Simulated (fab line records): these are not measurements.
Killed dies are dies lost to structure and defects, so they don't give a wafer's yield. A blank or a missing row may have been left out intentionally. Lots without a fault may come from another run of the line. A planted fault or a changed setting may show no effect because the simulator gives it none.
A single fault, viewed from 2 desks + flow gf180mcu + each desk holds nothing but its own numbers, with what lay behind them at the end

== METROLOGY DESK ==
Means of the sampled wafers that have a number, per lot and without regard to the tool the lot ran on: this is what the gauges read. Any lot whose mean is over 4 standard deviations away from the usual mean is out of limits and marked OUT; that distance is given in the brackets.
Columns: A = PSD_RS at GF_PSD_RS_MEAS_15, usual 108.6 ohm/sq; B = SAB_CVD_00_THK at GF_SAB_THK_MEAS_01, usual 50.0 nm; C = cdNm at GF_SAB_CD_MEAS_09, usual 420.6 nm; D = SAB_OVL at GF_SAB_OVL_MEAS_10, usual 0.4 nm
| lot  | first seen here | A     | B    | C     | D    |
|------|-----------------|-------|------|-------|------|
| L283 | day 15 08:07    | 108.5 | 49.3 | 422.8 | -0.2 |
| L288 | day 17 07:06    | 108.8 | 50.0 | 418.5 | 1.2  |
| L289 | day 18 01:25    | 108.7 | 51.0 | 419.7 | 1.1  |
| L294 | day 19 10:20    | 108.9 | 50.2 | 420.4 | 0.6  |
| L295 | day 19 21:52    | 109.0 | 50.7 | 421.1 | -0.0 |
| L297 | day 20 13:19    | 109.1 | 50.6 | 417.6 | 0.5  |
Result from this desk: across the 6 lots, nothing is out of limits.

== DESK OF THE TOOL OWNER: rieDiel-02 ==
The tool's own readings at GF_SAB_ETCH_11 (etches SiO2 in C4F8/O2/Ar, target depth 55 nm, time 8.5 s): means of the sampled wafers that have a number, for each lot that ran on this tool. Any lot whose mean is over 4 standard deviations away from the usual mean is out of limits and marked OUT; that distance is given in the brackets.
Columns: A = oesProductAu at GF_SAB_ETCH_11, usual 1.001 a.u.
| lot  | first seen here | A     |
|------|-----------------|-------|
| L283 | day 16 04:52    | 0.986 |
| L288 | day 18 06:24    | 1.000 |
| L289 | day 19 00:58    | 0.994 |
| L297 | day 21 12:18    | 0.995 |
Result from this desk: across the 4 lots, nothing is out of limits.

== BROUGHT TOGETHER ==
Metrology desk: nothing out of limits seen.
The desk of the tool owner found nothing out of limits.

== WHAT HAD BEEN PUT IN BY THE SIMULATOR ==
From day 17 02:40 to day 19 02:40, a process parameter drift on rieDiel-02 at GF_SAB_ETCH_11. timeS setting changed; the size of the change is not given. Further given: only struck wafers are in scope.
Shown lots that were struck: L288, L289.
